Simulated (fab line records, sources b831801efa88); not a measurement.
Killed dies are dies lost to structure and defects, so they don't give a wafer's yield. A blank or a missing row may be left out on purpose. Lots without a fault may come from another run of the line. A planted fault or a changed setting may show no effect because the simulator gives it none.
Which tool did it? | flow sky130 | 12 lots, 36 wafers sampled, at 4 steps of a route of 708

WHAT THE GAUGES READ, wafer by wafer
SKY_VIA1_THK_MEAS_01.
lot  | measured     | on            | VIA1_HDPCVD_THK (nm)
L386 | day 32 10:42 | film_metro-02 | 1041 1036 1057
L387 | day 33 05:40 | film_metro-01 | 1041 1048 1062
L389 | day 34 06:48 | film_metro-01 | 1041 1032 1031
L392 | day 35 05:23 | film_metro-02 | 1051 1049 1045
L393 | day 35 06:42 | film_metro-01 | 1024 1022 1033
L394 | day 35 18:51 | film_metro-01 | 1042 1042 1044
L396 | day 36 17:17 | film_metro-02 | 1031 1032 1037
L401 | day 37 18:17 | film_metro-01 | 1043 1042 1026
L406 | day 39 04:32 | film_metro-03 | 838 832 831
L407 | day 39 11:10 | film_metro-03 | 844 851 840
L408 | day 39 19:56 | film_metro-02 | 1045 1048 1052
L409 | day 39 21:41 | film_metro-01 | 1040 1034 1044

SKY_METAL2_CD_MEAS_15: target cd 140 nm.
lot  | measured     | on        | cd_nm (nm)
L386 | day 34 18:00 | cd_sem-02 | 139.0 138.1 139.5
L387 | day 35 14:06 | cd_sem-01 | 138.4 137.3 138.2
L389 | day 36 14:19 | cd_sem-02 | 140.6 141.1 141.5
L392 | day 37 11:57 | cd_sem-01 | 138.2 141.5 140.7
L393 | day 37 12:32 | cd_sem-02 | 141.0 140.8 140.5
L394 | day 38 00:25 | cd_sem-01 | 139.4 138.6 138.7
L396 | day 38 22:17 | cd_sem-02 | 143.0 141.7 142.3
L401 | day 39 23:51 | cd_sem-02 | 139.9 139.7 138.8
L406 | day 41 07:59 | cd_sem-01 | 142.0 143.4 142.9
L407 | day 41 13:57 | cd_sem-02 | 138.9 139.3 139.2
L408 | day 41 22:44 | cd_sem-02 | 140.0 141.5 141.0
L409 | day 42 00:37 | cd_sem-02 | 138.9 139.6 139.7

WHICH TOOL RAN EACH LOT (tool, then ch and the chambers of the sampled wafers, then the start)
lot  | SKY_SD_N_RTA_14                  | SKY_VIA1_HDPCVD_00
L386 | rtp_anneal-02 ch 0, day 27 10:10 | hdpcvd-01 ch 0,1,2, day 32 10:35
L387 | rtp_anneal-01 ch 0, day 28 08:47 | hdpcvd-02 ch 0,1, day 33 05:32
L389 | rtp_anneal-01 ch 0, day 29 10:04 | hdpcvd-02 ch 0,1, day 34 06:40
L392 | rtp_anneal-01 ch 0, day 30 09:25 | hdpcvd-02 ch 0,1,2, day 35 05:16
L393 | rtp_anneal-02 ch 0, day 30 10:53 | hdpcvd-01 ch 0,1, day 35 06:34
L394 | rtp_anneal-02 ch 0, day 30 23:35 | hdpcvd-02 ch 0,2, day 35 18:43
L396 | rtp_anneal-01 ch 0, day 31 23:03 | hdpcvd-02 ch 0,1, day 36 17:10
L401 | rtp_anneal-01 ch 0, day 33 00:52 | hdpcvd-01 ch 0,1, day 37 18:10
L406 | rtp_anneal-02 ch 0, day 34 15:46 | hdpcvd-02 ch 0,1, day 39 04:25
L407 | rtp_anneal-01 ch 0, day 34 21:09 | hdpcvd-02 ch 0,2, day 39 11:03
L408 | rtp_anneal-02 ch 0, day 35 06:54 | hdpcvd-01 ch 1,2, day 39 19:49
L409 | rtp_anneal-01 ch 0, day 35 08:52 | hdpcvd-01 ch 0,1, day 39 21:34
- SKY_SD_N_RTA_14: time 2 s.
- SKY_VIA1_HDPCVD_00: deposits SiO2, target thk 1030 nm, time 171.7 s.

WHAT THE TOOLS THEMSELVES READ (means of the sampled wafers that have a number; where no wafer has one, the mark that the record gives instead)
SKY_SD_N_RTA_14.
lot  | tool          | lamp_power_pct (%) | wafer_temp_C_max
L386 | rtp_anneal-02 | 15.76              | 1077.6
L387 | rtp_anneal-01 | 15.73              | 1079.1
L389 | rtp_anneal-01 | 15.70              | 1079.3
L392 | rtp_anneal-01 | 15.70              | 1080.0
L393 | rtp_anneal-02 | 15.72              | 1078.0
L394 | rtp_anneal-02 | 15.73              | 1078.1
L396 | rtp_anneal-01 | 15.76              | 1079.4
L401 | rtp_anneal-01 | 15.72              | 1078.3
L406 | rtp_anneal-02 | 15.77              | 1077.5
L407 | rtp_anneal-01 | 15.76              | 1079.8
L408 | rtp_anneal-02 | 15.69              | 1076.7
L409 | rtp_anneal-01 | 15.76              | 1079.6

SKY_VIA1_HDPCVD_00.
lot  | tool      | pressure_mtorr (mTorr) | sih4_flow_sccm (sccm)
L386 | hdpcvd-01 | 6.004                  | 59.93
L387 | hdpcvd-02 | 6.025                  | 60.15
L389 | hdpcvd-02 | 6.011                  | 60.01
L392 | hdpcvd-02 | 6.002                  | 60.05
L393 | hdpcvd-01 | 5.999                  | 59.83
L394 | hdpcvd-02 | 5.988                  | 59.94
L396 | hdpcvd-02 | 5.998                  | 59.98
L401 | hdpcvd-01 | 6.008                  | 60.06
L406 | hdpcvd-02 | 6.006                  | 48.08
L407 | hdpcvd-02 | 6.005                  | 47.93
L408 | hdpcvd-01 | 5.999                  | 59.94
L409 | hdpcvd-01 | 6.002                  | 60.06

THE ANSWER, worked out from the rows above alone
Rule: what is usual is taken from the lots themselves. Put in order of their means at a reading, lots are off if they are a third of the lots or fewer, leave a main group of 4 or more, and stand apart from it by a gap of 3 or more times the standard deviation of the main group's means; of several such gaps the widest counts. A main group whose means are all the same, to the digits that the tables above print for the reading, isn't used. A lot without any number at a reading at which 4 lots or more have one is off too. The other lots that the step has rows for count as sound. The gauges are gone through in route order, then the tools' own readings, and for those a lot's mean is taken as printed above. The first step at which some lot is off is used, and at that step the reading that is off furthest; a lot without a number counts as furthest.
Off: L406, L407, at SKY_VIA1_THK_MEAS_01 (VIA1_HDPCVD_THK). The main group: mean 1040 nm, standard deviation 7.4.
A tool fits if, at a process step before that reading, it ran every lot that is off, and no sound lot after the first of them. The gauges at SKY_VIA1_THK_MEAS_01 aren't tried: what is off there is off at SKY_VIA1_HDPCVD_00 too, on other tools, and a gauge's error can't cause that. One fits: hdpcvd-02 at SKY_VIA1_HDPCVD_00. Its last sound lot is L396 (day 36 17:10), its first lot that is off L406 (day 39 04:25): a fault that began between those two fits.
The tool's own readings at SKY_VIA1_HDPCVD_00 bear it out: on the lots that are off they differ by more than 5 times the standard deviation of the sound lots' means. sih4_flow_sccm reads 48.00 sccm there against 59.99 sccm on the sound lots.

WHAT THE SIMULATOR HAD PUT IN
Process parameter drift: hdpcvd-02, from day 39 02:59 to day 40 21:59, at SKY_VIA1_HDPCVD_00. Setting sih4_flow_sccm, moved by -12, from 60. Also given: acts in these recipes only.
Lots struck among those shown: L406, L407. The rule above found the same.
